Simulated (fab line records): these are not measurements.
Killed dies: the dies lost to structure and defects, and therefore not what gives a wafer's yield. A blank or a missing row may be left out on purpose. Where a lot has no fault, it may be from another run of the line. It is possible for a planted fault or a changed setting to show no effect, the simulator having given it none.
Tool commonality check || flow sky130 || Lots sampled 13, wafers sampled 39

== REASON IT WAS OPENED ==
At SKY_LDD_LDN_TW_MEAS_13 the reading LDD_LDN_TW is flagged on 3 of 13 lots. Wafers without a fault read 1478, standard deviation 17.
Rule: a lot gets a flag if all its wafers with a number sit over 4 standard deviations from that mean, or if no wafer of it has a number. The other lots count as sound.

{"lot": "L604", "measured": "day 23 00:04", "on": "film-metro-02", "LDD_LDN_TW, wafer by wafer": "1481 1470 1480", "flag": ""}
{"lot": "L606", "measured": "day 24 03:38", "on": "film-metro-02", "LDD_LDN_TW, wafer by wafer": "1461 1457 1453", "flag": ""}
{"lot": "L607", "measured": "day 24 04:50", "on": "film-metro-02", "LDD_LDN_TW, wafer by wafer": "1464 1459 1458", "flag": ""}
{"lot": "L608", "measured": "day 24 12:13", "on": "film-metro-01", "LDD_LDN_TW, wafer by wafer": "1508 1498 1506", "flag": ""}
{"lot": "L609", "measured": "day 24 22:41", "on": "film-metro-02", "LDD_LDN_TW, wafer by wafer": "1459 1453 1461", "flag": ""}
{"lot": "L610", "measured": "day 25 07:04", "on": "film-metro-01", "LDD_LDN_TW, wafer by wafer": "1509 1506 1502", "flag": ""}
{"lot": "L612", "measured": "day 25 17:31", "on": "film-metro-02", "LDD_LDN_TW, wafer by wafer": "1461 1468 1465", "flag": ""}
{"lot": "L613", "measured": "day 25 23:21", "on": "film-metro-02", "LDD_LDN_TW, wafer by wafer": "1567 1566 1560", "flag": "FLAGGED"}
{"lot": "L615", "measured": "day 26 18:43", "on": "film-metro-03", "LDD_LDN_TW, wafer by wafer": "1561 1571 1560", "flag": "FLAGGED"}
{"lot": "L617", "measured": "day 27 11:34", "on": "film-metro-03", "LDD_LDN_TW, wafer by wafer": "1464 1469 1474", "flag": ""}
{"lot": "L618", "measured": "day 27 19:06", "on": "film-metro-01", "LDD_LDN_TW, wafer by wafer": "1498 1497 1505", "flag": ""}
{"lot": "L622", "measured": "day 29 03:46", "on": "film-metro-03", "LDD_LDN_TW, wafer by wafer": "1566 1567 1567", "flag": "FLAGGED"}
{"lot": "L625", "measured": "day 30 03:38", "on": "film-metro-03", "LDD_LDN_TW, wafer by wafer": "1472 1471 1478", "flag": ""}
Average over the flagged lots: 1565; offset from the usual +87, equal to +5 standard deviations.

== EACH LOT AND THE TOOL IT RAN ON ==
Before the reading, the record contains 2 process steps out of a 708-step route. Each cell gives the tool, then ch followed by the chambers the sampled wafers passed through, then the start.
{"lot": "L604", "flag": "", "SKY_LDD_HVP_STRIP_09": "plasma-asher-03 ch 0,1, day 21 16:34", "SKY_LDD_LDN_IMPLANT_09": "implanter-02 ch 0, day 22 23:31"}
{"lot": "L606", "flag": "", "SKY_LDD_HVP_STRIP_09": "plasma-asher-03 ch 0,1, day 22 20:45", "SKY_LDD_LDN_IMPLANT_09": "implanter-04 ch 0, day 24 03:07"}
{"lot": "L607", "flag": "", "SKY_LDD_HVP_STRIP_09": "plasma-asher-04 ch 0,1, day 22 21:35", "SKY_LDD_LDN_IMPLANT_09": "implanter-02 ch 0, day 24 04:19"}
{"lot": "L608", "flag": "", "SKY_LDD_HVP_STRIP_09": "plasma-asher-03 ch 0,1, day 23 05:28", "SKY_LDD_LDN_IMPLANT_09": "implanter-02 ch 0, day 24 11:41"}
{"lot": "L609", "flag": "", "SKY_LDD_HVP_STRIP_09": "plasma-asher-03 ch 0, day 23 16:10", "SKY_LDD_LDN_IMPLANT_09": "implanter-03 ch 0, day 24 22:08"}
{"lot": "L610", "flag": "", "SKY_LDD_HVP_STRIP_09": "plasma-asher-02 ch 0,1, day 24 01:03", "SKY_LDD_LDN_IMPLANT_09": "implanter-03 ch 0, day 25 06:33"}
{"lot": "L612", "flag": "", "SKY_LDD_HVP_STRIP_09": "plasma-asher-02 ch 0,1, day 24 11:07", "SKY_LDD_LDN_IMPLANT_09": "implanter-02 ch 0, day 25 16:59"}
{"lot": "L613", "flag": "FLAGGED", "SKY_LDD_HVP_STRIP_09": "plasma-asher-04 ch 1, day 24 17:25", "SKY_LDD_LDN_IMPLANT_09": "implanter-02 ch 0, day 25 22:30"}
{"lot": "L615", "flag": "FLAGGED", "SKY_LDD_HVP_STRIP_09": "plasma-asher-03 ch 0,1, day 25 12:41", "SKY_LDD_LDN_IMPLANT_09": "implanter-04 ch 0, day 26 17:53"}
{"lot": "L617", "flag": "", "SKY_LDD_HVP_STRIP_09": "plasma-asher-02 ch 0,1, day 26 05:52", "SKY_LDD_LDN_IMPLANT_09": "implanter-04 ch 0, day 27 11:02"}
{"lot": "L618", "flag": "", "SKY_LDD_HVP_STRIP_09": "plasma-asher-03 ch 0,1, day 26 13:20", "SKY_LDD_LDN_IMPLANT_09": "implanter-03 ch 0, day 27 18:35"}
{"lot": "L622", "flag": "FLAGGED", "SKY_LDD_HVP_STRIP_09": "plasma-asher-02 ch 0,1, day 27 21:34", "SKY_LDD_LDN_IMPLANT_09": "implanter-02 ch 0, day 29 02:53"}
{"lot": "L625", "flag": "", "SKY_LDD_HVP_STRIP_09": "plasma-asher-04 ch 0, day 28 23:52", "SKY_LDD_LDN_IMPLANT_09": "implanter-04 ch 0, day 30 03:05"}
What these steps do:
- SKY_LDD_HVP_STRIP_09: strips in O2/N2.
- SKY_LDD_LDN_IMPLANT_09
- SKY_LDD_LDN_TW_MEAS_13

== FLAGGED AGAINST TOTAL, ONE TOOL AT A TIME (gauges that did the reading follow at the end) ==
{"step": "SKY_LDD_HVP_STRIP_09", "tool": "plasma-asher-02", "lots run": 4, "flagged": 1, "share of the flagged lots": "some", "sound lots run after its first flagged lot": 0}
{"step": "SKY_LDD_HVP_STRIP_09", "tool": "plasma-asher-03", "lots run": 6, "flagged": 1, "share of the flagged lots": "some", "sound lots run after its first flagged lot": "1 (L618)"}
{"step": "SKY_LDD_HVP_STRIP_09", "tool": "plasma-asher-04", "lots run": 3, "flagged": 1, "share of the flagged lots": "some", "sound lots run after its first flagged lot": "1 (L625)"}
{"step": "SKY_LDD_LDN_IMPLANT_09", "tool": "implanter-02", "lots run": 6, "flagged": 2, "share of the flagged lots": "some", "sound lots run after its first flagged lot": 0}
{"step": "SKY_LDD_LDN_IMPLANT_09", "tool": "implanter-03", "lots run": 3, "flagged": 0, "share of the flagged lots": "none", "sound lots run after its first flagged lot": "-"}
{"step": "SKY_LDD_LDN_IMPLANT_09", "tool": "implanter-04", "lots run": 4, "flagged": 1, "share of the flagged lots": "some", "sound lots run after its first flagged lot": "2 (L617,L625)"}
{"step": "SKY_LDD_LDN_TW_MEAS_13", "tool": "film-metro-01", "lots run": 3, "flagged": 0, "share of the flagged lots": "none", "sound lots run after its first flagged lot": "-"}
{"step": "SKY_LDD_LDN_TW_MEAS_13", "tool": "film-metro-02", "lots run": 6, "flagged": 1, "share of the flagged lots": "some", "sound lots run after its first flagged lot": 0}
{"step": "SKY_LDD_LDN_TW_MEAS_13", "tool": "film-metro-03", "lots run": 4, "flagged": 2, "share of the flagged lots": "some", "sound lots run after its first flagged lot": "2 (L617,L625)"}

== THE TABLE: WHAT IT ALLOWS ==
No row of the table ran every flagged lot.

== WHAT THE SIMULATOR HAD PUT IN ==
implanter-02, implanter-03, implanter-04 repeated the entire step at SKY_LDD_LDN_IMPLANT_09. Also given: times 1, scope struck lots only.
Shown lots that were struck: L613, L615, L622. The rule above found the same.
